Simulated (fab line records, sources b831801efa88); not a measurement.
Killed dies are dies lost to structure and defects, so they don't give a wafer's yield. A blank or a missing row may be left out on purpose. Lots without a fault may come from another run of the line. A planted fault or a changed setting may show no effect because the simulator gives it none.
Tool commonality check | flow gf180mcu | 13 lots, 39 wafers sampled

WHY IT WAS OPENED
At GF_HV_LDD_OVL_MEAS_47 the reading HV_LDD_03_OVL is flagged on 4 of 13 lots. Wafers without a fault read 0.6 nm, standard deviation 1.5.
Rule: a lot is flagged when every wafer of it that has a number lies more than 4 standard deviations from that mean, or none has a number. The other lots count as sound.

lot  | measured     | on         | HV_LDD_03_OVL (nm), wafer by wafer | flag
L736 | day 13 02:48 | overlay-01 | 1.9 2.6 2.4                        |
L737 | day 13 14:23 | overlay-01 | 0.8 -0.7 0.3                       |
L740 | day 14 17:20 | overlay-02 | 2.4 1.0 1.5                        |
L742 | day 15 06:53 | overlay-01 | 1.6 1.8 2.6                        |
L743 | day 15 13:23 | overlay-01 | -0.9 -0.2 -0.6                     |
L744 | day 15 21:49 | overlay-02 | 0.6 1.2 -0.1                       |
L745 | day 16 04:52 | overlay-02 | -1.8 0.2 -0.2                      |
L749 | day 17 15:01 | overlay-02 | 211.9 211.4 212.7                  | FLAGGED
L750 | day 17 21:23 | overlay-01 | 214.8 214.6 213.9                  | FLAGGED
L753 | day 19 00:28 | overlay-01 | 213.3 213.9 213.5                  | FLAGGED
L755 | day 19 17:24 | overlay-02 | 216.0 215.6 214.8                  | FLAGGED
L756 | day 20 00:19 | overlay-01 | 0.9 0.5 1.0                        |
L757 | day 20 08:47 | overlay-01 | 2.4 3.0 3.2                        |
The numbers of the flagged lots are 213.9 nm on average: +213.3 nm against the usual, or +99 or more standard deviations.

WHICH TOOL RAN EACH LOT
The record holds 2 process steps before the reading, out of a route of 602 steps. In each cell: the tool, then ch and the chambers that the sampled wafers went through, then the start.
lot  | flag    | GF_DUAL_GATE_STRIP_13                | GF_HV_LDD_EXPOSE_43
L736 |         | plasma_asher-03 ch 0,1, day 8 21:49  | iline_stepper-01 ch 0, day 12 17:18
L737 |         | plasma_asher-03 ch 0,1, day 9 10:12  | iline_stepper-01 ch 0, day 13 04:17
L740 |         | plasma_asher-02 ch 0, day 10 07:20   | iline_stepper-02 ch 0, day 14 06:54
L742 |         | plasma_asher-02 ch 0, day 10 16:13   | iline_stepper-02 ch 0, day 14 20:14
L743 |         | plasma_asher-01 ch 0,1, day 11 01:26 | iline_stepper-01 ch 0, day 15 02:44
L744 |         | plasma_asher-02 ch 0,1, day 11 08:25 | iline_stepper-02 ch 0, day 15 11:07
L745 |         | plasma_asher-02 ch 0,1, day 11 13:35 | iline_stepper-02 ch 0, day 15 17:33
L749 | FLAGGED | plasma_asher-03 ch 0,1, day 12 18:52 | iline_stepper-01 ch 0, day 17 02:34
L750 | FLAGGED | plasma_asher-02 ch 0,1, day 13 01:46 | iline_stepper-01 ch 0, day 17 09:34
L753 | FLAGGED | plasma_asher-01 ch 0, day 13 22:26   | iline_stepper-01 ch 0, day 18 12:20
L755 | FLAGGED | plasma_asher-02 ch 0,1, day 14 14:15 | iline_stepper-01 ch 0, day 19 04:35
L756 |         | plasma_asher-02 ch 0,1, day 14 21:44 | iline_stepper-02 ch 0, day 19 11:43
L757 |         | plasma_asher-03 ch 0,1, day 15 05:21 | iline_stepper-02 ch 0, day 19 21:17
What these steps do:
- GF_DUAL_GATE_STRIP_13: strips in O2/N2.
- GF_HV_LDD_EXPOSE_43: exposes mask Pplus HV AREA, target cd 400 nm.
- GF_HV_LDD_OVL_MEAS_47

FLAGGED OVER TOTAL, TOOL BY TOOL (the gauges that took the reading come last)
step                  | tool             | lots run | flagged | share of the flagged lots | sound lots run after its first flagged lot
GF_DUAL_GATE_STRIP_13 | plasma_asher-01  | 2        | 1       | some                      | 0
GF_DUAL_GATE_STRIP_13 | plasma_asher-02  | 7        | 2       | some                      | 1 (L756)
GF_DUAL_GATE_STRIP_13 | plasma_asher-03  | 4        | 1       | some                      | 1 (L757)
GF_HV_LDD_EXPOSE_43   | iline_stepper-01 | 7        | 4       | all                       | 0
GF_HV_LDD_EXPOSE_43   | iline_stepper-02 | 6        | 0       | none                      | -
GF_HV_LDD_OVL_MEAS_47 | overlay-01       | 8        | 2       | some                      | 2 (L756,L757)
GF_HV_LDD_OVL_MEAS_47 | overlay-02       | 5        | 2       | some                      | 0

WHAT THE TABLE ALLOWS
1 row of the table ran every flagged lot: iline_stepper-01 at GF_HV_LDD_EXPOSE_43.
- iline_stepper-01 at GF_HV_LDD_EXPOSE_43: 4 of its 7 lots flagged. Its last sound lot is L743 (day 15 02:44), its first flagged lot L749 (day 17 02:34): a fault that began between those two fits.
One tool is left: iline_stepper-01 at GF_HV_LDD_EXPOSE_43.

WHAT THE SIMULATOR HAD PUT IN
Scanner matching overlay: iline_stepper-01, from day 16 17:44 on, at GF_HV_LDD_EXPOSE_43. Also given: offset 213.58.
Lots struck among those shown: L749, L750, L753, L755. The rule above found the same.
